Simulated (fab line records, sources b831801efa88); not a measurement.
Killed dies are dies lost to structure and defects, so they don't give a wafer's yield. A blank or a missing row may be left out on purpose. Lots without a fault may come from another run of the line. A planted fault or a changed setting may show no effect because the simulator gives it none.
Which tool did it? | flow sfq_line | 7 lots, 21 wafers sampled, at 4 steps of a route of 325

WHAT THE GAUGES READ, wafer by wafer
SFQ_R5_RS_MEAS_933: measures by four-point-probe.
lot  | measured     | on            | R5_MONX_RS (ohm/sq)
L856 | day 61 12:14 | film_metro-02 | 7.08 7.09 7.10
L859 | day 61 22:32 | film_metro-03 | 7.13 7.06 7.03
L865 | day 68 11:59 | film_metro-02 | 7.00 7.09 7.02
L867 | day 68 17:59 | film_metro-02 | 7.13 7.17 7.16
L870 | day 69 03:44 | film_metro-03 | 4.02 3.98 3.98
L874 | day 74 03:34 | film_metro-03 | 7.07 6.98 7.11
L876 | day 74 10:12 | film_metro-04 | 7.09 7.10 7.17

WHICH TOOL RAN EACH LOT (tool, then ch and the chambers of the sampled wafers, then the start)
lot  | SFQ_TRILAYER_I3_VIA_BARC_OPEN_VIA_ETCH_121 | SFQ_TRILAYER_I3_VIA_STRIP_STRIP_089 | SFQ_TRILAYER_R5_DEP_SPUTTER_133
L856 | rie_diel-04 ch 1,2,3, day 49 21:17         | rie_metal-04 ch 0, day 49 21:26     | pvd_sputter-05, day 61 12:10
L859 | rie_diel-03 ch 0,1, day 50 04:37           | rie_metal-02 ch 0,1, day 50 04:58   | pvd_sputter-05, day 61 22:24
L865 | rie_diel-03 ch 0,1,2, day 50 21:32         | rie_metal-01 ch 0, day 50 21:41     | pvd_sputter-04, day 68 11:55
L867 | rie_diel-02 ch 2,3, day 50 23:56           | rie_metal-04 ch 0,1, day 51 00:05   | pvd_sputter-03, day 68 17:55
L870 | rie_diel-02 ch 0,1,2, day 51 05:56         | rie_metal-02 ch 0,1, day 51 06:05   | pvd_sputter-05, day 69 03:38
L874 | rie_diel-04 ch 0,1,2, day 52 04:52         | rie_metal-01 ch 0,1, day 52 05:01   | pvd_sputter-03, day 74 03:29
L876 | rie_diel-03 ch 0,2,3, day 52 12:04         | rie_metal-04 ch 0,1, day 52 12:13   | pvd_sputter-05, day 74 10:07
- SFQ_TRILAYER_I3_VIA_BARC_OPEN_VIA_ETCH_121: etches BARC in O2, target depth 125 nm, time 41.7 s.
- SFQ_TRILAYER_I3_VIA_STRIP_STRIP_089: strips in O2.
- SFQ_TRILAYER_R5_DEP_SPUTTER_133: material MoNx, target thk 40 nm, time 66.7 s.

THE ANSWER, worked out from the rows above alone
Rule: what is usual is taken from the lots themselves. Put in order of their means at a reading, lots are off if they are a third of the lots or fewer, leave a main group of 4 or more, and stand apart from it by a gap of 3 or more times the standard deviation of the main group's means; of several such gaps the widest counts. A main group whose means are all the same, to the digits that the tables above print for the reading, isn't used. A lot without any number at a reading at which 4 lots or more have one is off too. The other lots that the step has rows for count as sound.
Off: L870, at SFQ_R5_RS_MEAS_933 (R5_MONX_RS). The main group: mean 7.09 ohm/sq, standard deviation 0.039.
A tool fits if, at a process step before that reading, it ran every lot that is off, and no sound lot after the first of them. The gauges at SFQ_R5_RS_MEAS_933 are tried like those tools. Can't be told from this: 2 tools fit, rie_diel-02 at SFQ_TRILAYER_I3_VIA_BARC_OPEN_VIA_ETCH_121, rie_metal-02 at SFQ_TRILAYER_I3_VIA_STRIP_STRIP_089.

WHAT THE SIMULATOR HAD PUT IN
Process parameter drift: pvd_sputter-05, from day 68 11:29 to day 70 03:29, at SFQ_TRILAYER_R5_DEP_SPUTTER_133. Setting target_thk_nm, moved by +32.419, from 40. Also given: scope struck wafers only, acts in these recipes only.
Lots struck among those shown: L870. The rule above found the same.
